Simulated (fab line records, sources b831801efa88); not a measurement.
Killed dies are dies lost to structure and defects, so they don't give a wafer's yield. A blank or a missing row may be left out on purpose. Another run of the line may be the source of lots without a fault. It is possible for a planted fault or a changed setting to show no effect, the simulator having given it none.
What tool caused it?	flow sky130	42 wafers from 15 lots sampled at 2 of the route's 708 steps

== WHAT EACH GAUGE READ, for each wafer ==
SKY_FIELD_ISO_CD_MEAS_13: target cd 150 nm. Usual: cd-nm 150.4 nm, standard deviation 1.3.
lot	measured	on	cd-nm (nm)	flag
L261	day 2 04:59	cd-sem-02	149.5 150.5 150.2	
L262	day 2 09:53	cd-sem-02	150.0 150.0 150.3	
L263	day 2 14:52	cd-sem-02	152.7 152.1 151.5	
L264	day 2 22:58	cd-sem-01	148.3 149.4 150.4	
L265	day 3 02:12	cd-sem-02	149.6 150.3 150.5	
L267	day 3 11:37	cd-sem-01	149.8 151.0 152.4	
L268	day 3 16:58	cd-sem-02	150.5 153.0 151.6	
L269	day 3 22:10	cd-sem-01	150.2 149.8 147.9	
L270	day 4 03:30	cd-sem-02	150.7 150.0 148.6	
L271	day 4 08:17	cd-sem-01	149.9 149.2 149.7	
L272	day 4 13:40	cd-sem-02	149.4 149.7 150.0	
L280	day 6 07:54	cd-sem-02	127.0 149.4	OFF
L281	day 6 12:25	cd-sem-01	150.6 128.5	OFF
L282	day 6 19:07	cd-sem-02	148.5 125.3	OFF
L284	day 7 06:48	cd-sem-01	151.2 151.0 151.0	

== WHAT TOOL EACH LOT RAN ON (gives the tool, then ch and the chambers of the sampled wafers, and finally the start) ==
lot	SKY_FIELD_ISO_EXPOSE_10
L261	krf-scanner-02 ch 0, day 1 22:00
L262	krf-scanner-01 ch 0, day 2 02:35
L263	krf-scanner-02 ch 0, day 2 07:28
L264	krf-scanner-02 ch 0, day 2 15:19
L265	krf-scanner-01 ch 0, day 2 18:38
L267	krf-scanner-01 ch 0, day 3 03:37
L268	krf-scanner-02 ch 0, day 3 09:19
L269	krf-scanner-02 ch 0, day 3 14:11
L270	krf-scanner-02 ch 0, day 3 19:43
L271	krf-scanner-01 ch 0, day 3 23:43
L272	krf-scanner-02 ch 0, day 4 04:56
L280	krf-scanner-02 ch 0, day 5 22:33
L281	krf-scanner-02 ch 0, day 6 04:02
L282	krf-scanner-02 ch 0, day 6 10:26
L284	krf-scanner-01 ch 0, day 6 21:27
- SKY_FIELD_ISO_EXPOSE_10: exposes mask FOM, target cd 150 nm.

== WHAT THE TOOLS THEMSELVES READ (means of the sampled wafers that have a number; where no wafer has one, the mark that the record gives instead) ==
SKY_FIELD_ISO_EXPOSE_10. Usual: exposure-dose-mJ-cm2 27.988, standard deviation 0.028.
lot	tool	exposure-dose-mJ-cm2	flag
L261	krf-scanner-02	27.998	
L262	krf-scanner-01	27.997	
L263	krf-scanner-02	28.003	
L264	krf-scanner-02	28.020	
L265	krf-scanner-01	27.994	
L267	krf-scanner-01	27.992	
L268	krf-scanner-02	27.955	
L269	krf-scanner-02	27.979	
L270	krf-scanner-02	27.953	
L271	krf-scanner-01	27.975	
L272	krf-scanner-02	28.000	
L280	krf-scanner-02	27.957	
L281	krf-scanner-02	27.927	
L282	krf-scanner-02	27.984	
L284	krf-scanner-01	28.017	

== THE ANSWER, worked out from the rows above alone ==
Rule: take the mean of a lot's wafers that have a number; if it is more than 3 standard deviations from the usual mean, the lot is off. A lot without any number at a reading at which 4 lots or more have one is off too. Any other lot the step has rows for is counted as sound. After the gauges, taken in route order, come the tools' own readings; for these a lot's mean is taken, as printed above. The first step at which some lot is off is used, and at that step the reading that is off furthest; a lot without a number counts as furthest.
Off: L280, L281, L282, at SKY_FIELD_ISO_CD_MEAS_13 (cd-nm).
If a tool, at a process step before that reading, ran all the lots that are off and no sound lot after the first of them, it fits. Gauges at SKY_FIELD_ISO_CD_MEAS_13: tried the same way as those tools. One fits: SKY_FIELD_ISO_EXPOSE_10 on krf-scanner-02. A fault onset in the window from L272 (day 4 04:56, its last sound lot) to L280 (day 5 22:33, its first lot off) fits.

== WHAT THE SIMULATOR HAD PUT IN ==
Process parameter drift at SKY_FIELD_ISO_EXPOSE_10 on krf-scanner-02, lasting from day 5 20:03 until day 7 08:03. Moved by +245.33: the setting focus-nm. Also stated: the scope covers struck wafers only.
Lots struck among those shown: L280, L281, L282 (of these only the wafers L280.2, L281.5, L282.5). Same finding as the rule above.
